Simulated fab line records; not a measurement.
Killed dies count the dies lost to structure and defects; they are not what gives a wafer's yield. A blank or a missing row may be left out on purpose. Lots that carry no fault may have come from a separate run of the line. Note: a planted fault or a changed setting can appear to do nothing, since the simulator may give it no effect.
What tool caused it? / flow gf180mcu / Sampling: 12 lots, 36 wafers, 4 of 602 route steps

## WHAT THE GAUGES SHOWED, per wafer
GF_M3_THK_MEAS_06: measures by xrf. Usual: M3_ALCU_THK gives 442 nm (standard deviation 3.9).
lot=L837; measured=day 20 06:26; on=film metro-02; M3_ALCU_THK (nm)=442 446 444; flag=
lot=L838; measured=day 21 00:15; on=film metro-02; M3_ALCU_THK (nm)=449 448 450; flag=
lot=L840; measured=day 21 10:30; on=film metro-04; M3_ALCU_THK (nm)=439 435 434; flag=
lot=L841; measured=day 22 00:23; on=film metro-02; M3_ALCU_THK (nm)=440 440 443; flag=
lot=L842; measured=day 22 06:44; on=film metro-03; M3_ALCU_THK (nm)=436 443 441; flag=
lot=L843; measured=day 22 23:03; on=film metro-02; M3_ALCU_THK (nm)=441 440 443; flag=
lot=L844; measured=day 23 04:47; on=film metro-04; M3_ALCU_THK (nm)=438 443 443; flag=
lot=L846; measured=day 23 12:04; on=film metro-02; M3_ALCU_THK (nm)=446 441 444; flag=
lot=L853; measured=day 26 06:32; on=film metro-04; M3_ALCU_THK (nm)=446 444 449; flag=
lot=L858; measured=day 27 10:05; on=film metro-02; M3_ALCU_THK (nm)=443 440 445; flag=
lot=L859; measured=day 27 23:20; on=film metro-04; M3_ALCU_THK (nm)=449 446 449; flag=
lot=L860; measured=day 28 03:19; on=film metro-02; M3_ALCU_THK (nm)=442 439 440; flag=

## EACH LOT AND THE TOOL THAT RAN IT (in order: tool; ch and the chambers of the sampled wafers; start)
lot=L837; GF_M2_METAL_ETCH_16=rie metal-02 ch 1, day 19 03:05; GF_V2_STRIP_18=plasma asher-01 ch 0,1, day 20 04:52; GF_V2_CVD_23=cvd w-01 ch 0,1, day 20 05:30
lot=L838; GF_M2_METAL_ETCH_16=rie metal-03 ch 1, day 19 20:47; GF_V2_STRIP_18=plasma asher-02 ch 0,1, day 20 22:33; GF_V2_CVD_23=cvd w-02 ch 0, day 20 23:13
lot=L840; GF_M2_METAL_ETCH_16=rie metal-03 ch 1, day 20 07:20; GF_V2_STRIP_18=plasma asher-02 ch 0,1, day 21 08:55; GF_V2_CVD_23=cvd w-01 ch 0,1, day 21 09:34
lot=L841; GF_M2_METAL_ETCH_16=rie metal-04 ch 0,1, day 20 21:49; GF_V2_STRIP_18=plasma asher-02 ch 0,1, day 21 22:48; GF_V2_CVD_23=cvd w-01 ch 0,1, day 21 23:28
lot=L842; GF_M2_METAL_ETCH_16=rie metal-02 ch 0,1, day 21 03:16; GF_V2_STRIP_18=plasma asher-03 ch 0,1, day 22 04:50; GF_V2_CVD_23=cvd w-02 ch 0,1, day 22 05:49
lot=L843; GF_M2_METAL_ETCH_16=rie metal-02 ch 0,1, day 21 20:16; GF_V2_STRIP_18=plasma asher-01 ch 0,1, day 22 21:11; GF_V2_CVD_23=cvd w-01 ch 0,1, day 22 22:08
lot=L844; GF_M2_METAL_ETCH_16=rie metal-04 ch 0, day 22 02:02; GF_V2_STRIP_18=plasma asher-01 ch 0,1, day 23 03:13; GF_V2_CVD_23=cvd w-02 ch 0,1, day 23 03:51
lot=L846; GF_M2_METAL_ETCH_16=rie metal-03 ch 1, day 22 10:14; GF_V2_STRIP_18=plasma asher-02 ch 0,1, day 23 10:30; GF_V2_CVD_23=cvd w-01 ch 0,1, day 23 11:08
lot=L853; GF_M2_METAL_ETCH_16=rie metal-02 ch 0,1, day 25 06:01; GF_V2_STRIP_18=plasma asher-03 ch 0,1, day 26 04:59; GF_V2_CVD_23=cvd w-01 ch 0,1, day 26 05:37
lot=L858; GF_M2_METAL_ETCH_16=rie metal-02 ch 0,1, day 26 10:38; GF_V2_STRIP_18=plasma asher-01 ch 1, day 27 08:29; GF_V2_CVD_23=cvd w-02 ch 0,1, day 27 09:09
lot=L859; GF_M2_METAL_ETCH_16=rie metal-03 ch 0,1, day 26 23:56; GF_V2_STRIP_18=plasma asher-03 ch 0,1, day 27 21:46; GF_V2_CVD_23=cvd w-02 ch 0,1, day 27 22:24
lot=L860; GF_M2_METAL_ETCH_16=rie metal-04 ch 0,1, day 27 03:49; GF_V2_STRIP_18=plasma asher-02 ch 0,1, day 28 01:46; GF_V2_CVD_23=cvd w-02 ch 0,1, day 28 02:23
- GF_M2_METAL_ETCH_16: etches the open film in Cl2/BCl3, stops on SiO2, target depth 627.5 nm, time 104.6 s.
- GF_V2_STRIP_18: strips in O2/N2.
- GF_V2_CVD_23: deposits W, target thk 350 nm, time 104.94 s.

## AS READ BY THE TOOLS THEMSELVES (means over the sampled wafers that have a number; for cases with no such wafer, the mark the record gives instead)
GF_M2_METAL_ETCH_16. Usual: bias w 140.0 W, standard deviation 0.41; chamber pressure mTorr 8.000 mTorr, standard deviation 0.008; drypump motor current A 5.7 A, standard deviation 0.36; oes product au 0.973 a.u., standard deviation 0.0054; throttle valve pct 28.247 %, standard deviation 0.0089.
lot=L837; tool=rie metal-02; bias w (W)=139.9; chamber pressure mTorr (mTorr)=8.013; drypump motor current A (A)=5.6; oes product au (a.u.)=0.980; throttle valve pct (%)=28.240; flag=
lot=L838; tool=rie metal-03; bias w (W)=139.7; chamber pressure mTorr (mTorr)=8.001; drypump motor current A (A)=6.2; oes product au (a.u.)=0.971; throttle valve pct (%)=28.243; flag=
lot=L840; tool=rie metal-03; bias w (W)=140.0; chamber pressure mTorr (mTorr)=8.003; drypump motor current A (A)=6.2; oes product au (a.u.)=0.976; throttle valve pct (%)=28.251; flag=
lot=L841; tool=rie metal-04; bias w (W)=140.1; chamber pressure mTorr (mTorr)=7.998; drypump motor current A (A)=5.6; oes product au (a.u.)=0.975; throttle valve pct (%)=28.254; flag=
lot=L842; tool=rie metal-02; bias w (W)=139.8; chamber pressure mTorr (mTorr)=7.993; drypump motor current A (A)=5.6; oes product au (a.u.)=0.974; throttle valve pct (%)=28.237; flag=
lot=L843; tool=rie metal-02; bias w (W)=139.8; chamber pressure mTorr (mTorr)=7.995; drypump motor current A (A)=5.6; oes product au (a.u.)=0.968; throttle valve pct (%)=28.243; flag=
lot=L844; tool=rie metal-04; bias w (W)=139.6; chamber pressure mTorr (mTorr)=8.001; drypump motor current A (A)=5.8; oes product au (a.u.)=0.973; throttle valve pct (%)=28.247; flag=
lot=L846; tool=rie metal-03; bias w (W)=140.5; chamber pressure mTorr (mTorr)=7.999; drypump motor current A (A)=6.2; oes product au (a.u.)=0.975; throttle valve pct (%)=28.237; flag=
lot=L853; tool=rie metal-02; bias w (W)=140.3; chamber pressure mTorr (mTorr)=7.997; drypump motor current A (A)=5.7; oes product au (a.u.)=0.968; throttle valve pct (%)=28.248; flag=
lot=L858; tool=rie metal-02; bias w (W)=140.0; chamber pressure mTorr (mTorr)=8.001; drypump motor current A (A)=5.6; oes product au (a.u.)=0.970; throttle valve pct (%)=28.238; flag=
lot=L859; tool=rie metal-03; bias w (W)=139.9; chamber pressure mTorr (mTorr)=8.000; drypump motor current A (A)=5.5; oes product au (a.u.)=0.971; throttle valve pct (%)=28.254; flag=
lot=L860; tool=rie metal-04; bias w (W)=140.2; chamber pressure mTorr (mTorr)=7.995; drypump motor current A (A)=5.4; oes product au (a.u.)=0.978; throttle valve pct (%)=28.248; flag=

GF_V2_STRIP_18. Usual: chamber pressure mTorr 1499.8 mTorr, standard deviation 1.3; drypump motor current A 5.8 A, standard deviation 0.4; heater power w 352 W, standard deviation 38; oes product au 0.588 a.u., standard deviation 0.0047; platen temp c 249.99 C, standard deviation 0.17.
lot=L837; tool=plasma asher-01; chamber pressure mTorr (mTorr)=1499.0; drypump motor current A (A)=6.5; heater power w (W)=338; oes product au (a.u.)=0.590; platen temp c (C)=249.98; flag=
lot=L838; tool=plasma asher-02; chamber pressure mTorr (mTorr)=1500.3; drypump motor current A (A)=5.7; heater power w (W)=405; oes product au (a.u.)=0.589; platen temp c (C)=249.87; flag=
lot=L840; tool=plasma asher-02; chamber pressure mTorr (mTorr)=1500.0; drypump motor current A (A)=5.7; heater power w (W)=397; oes product au (a.u.)=0.585; platen temp c (C)=249.96; flag=
lot=L841; tool=plasma asher-02; chamber pressure mTorr (mTorr)=1500.4; drypump motor current A (A)=5.7; heater power w (W)=395; oes product au (a.u.)=0.587; platen temp c (C)=250.05; flag=
lot=L842; tool=plasma asher-03; chamber pressure mTorr (mTorr)=1499.5; drypump motor current A (A)=5.5; heater power w (W)=315; oes product au (a.u.)=0.587; platen temp c (C)=249.58; flag=
lot=L843; tool=plasma asher-01; chamber pressure mTorr (mTorr)=1498.6; drypump motor current A (A)=6.3; heater power w (W)=337; oes product au (a.u.)=0.589; platen temp c (C)=250.10; flag=
lot=L844; tool=plasma asher-01; chamber pressure mTorr (mTorr)=1500.0; drypump motor current A (A)=6.3; heater power w (W)=338; oes product au (a.u.)=0.592; platen temp c (C)=250.04; flag=
lot=L846; tool=plasma asher-02; chamber pressure mTorr (mTorr)=1500.0; drypump motor current A (A)=5.7; heater power w (W)=400; oes product au (a.u.)=0.592; platen temp c (C)=250.00; flag=
lot=L853; tool=plasma asher-03; chamber pressure mTorr (mTorr)=1499.6; drypump motor current A (A)=5.5; heater power w (W)=319; oes product au (a.u.)=0.588; platen temp c (C)=249.77; flag=
lot=L858; tool=plasma asher-01; chamber pressure mTorr (mTorr)=1500.0; drypump motor current A (A)=6.2; heater power w (W)=341; oes product au (a.u.)=0.584; platen temp c (C)=249.98; flag=
lot=L859; tool=plasma asher-03; chamber pressure mTorr (mTorr)=1500.6; drypump motor current A (A)=5.5; heater power w (W)=316; oes product au (a.u.)=0.583; platen temp c (C)=250.09; flag=
lot=L860; tool=plasma asher-02; chamber pressure mTorr (mTorr)=1500.7; drypump motor current A (A)=5.7; heater power w (W)=398; oes product au (a.u.)=0.591; platen temp c (C)=249.99; flag=

GF_V2_CVD_23. Usual: chamber pressure Torr 40.01 Torr, standard deviation 0.085; heater power w 841 W, standard deviation 70.
lot=L837; tool=cvd w-01; chamber pressure Torr (Torr)=39.97; heater power w (W)=829; flag=
lot=L838; tool=cvd w-02; chamber pressure Torr (Torr)=40.09; heater power w (W)=918; flag=
lot=L840; tool=cvd w-01; chamber pressure Torr (Torr)=40.07; heater power w (W)=824; flag=
lot=L841; tool=cvd w-01; chamber pressure Torr (Torr)=39.97; heater power w (W)=856; flag=
lot=L842; tool=cvd w-02; chamber pressure Torr (Torr)=40.02; heater power w (W)=780; flag=
lot=L843; tool=cvd w-01; chamber pressure Torr (Torr)=39.98; heater power w (W)=816; flag=
lot=L844; tool=cvd w-02; chamber pressure Torr (Torr)=39.99; heater power w (W)=843; flag=
lot=L846; tool=cvd w-01; chamber pressure Torr (Torr)=40.09; heater power w (W)=828; flag=
lot=L853; tool=cvd w-01; chamber pressure Torr (Torr)=40.51; heater power w (W)=849; flag=OFF
lot=L858; tool=cvd w-02; chamber pressure Torr (Torr)=40.03; heater power w (W)=858; flag=
lot=L859; tool=cvd w-02; chamber pressure Torr (Torr)=39.95; heater power w (W)=860; flag=
lot=L860; tool=cvd w-02; chamber pressure Torr (Torr)=39.91; heater power w (W)=853; flag=

## THE ANSWER, worked out from the rows above alone
Rule: a lot is off if the mean of its wafers that have a number lies more than 3 standard deviations from the usual mean. A lot without any number at a reading at which 4 lots or more have one is off too. Any other lot the step has rows for is counted as sound. After the gauges, taken in route order, come the tools' own readings; for these a lot's mean is taken, as printed above. The first step at which some lot is off is used, and at that step the reading that is off furthest; a lot without a number counts as furthest.
Off: L853 (GF_V2_CVD_23, chamber pressure Torr).
If a tool, at that step or one of the process steps before it, ran each lot that is off and ran no sound lot following the first of them, it fits. One fits: cvd w-01 at GF_V2_CVD_23. Its last sound lot is L846 (day 23 11:08), its first lot that is off L853 (day 26 05:37): a fault that began between those two fits.
The tool's own readings at GF_V2_CVD_23 bear it out: on the lots that are off they differ by more than 5 times the standard deviation of the sound lots' means. chamber pressure Torr reads 40.51 Torr there against 40.01 Torr on the sound lots.

## WHAT THE SIMULATOR HAD PUT IN
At GF_V2_CVD_23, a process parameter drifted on cvd w-01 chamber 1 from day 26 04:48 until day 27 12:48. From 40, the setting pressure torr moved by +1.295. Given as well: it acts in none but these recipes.
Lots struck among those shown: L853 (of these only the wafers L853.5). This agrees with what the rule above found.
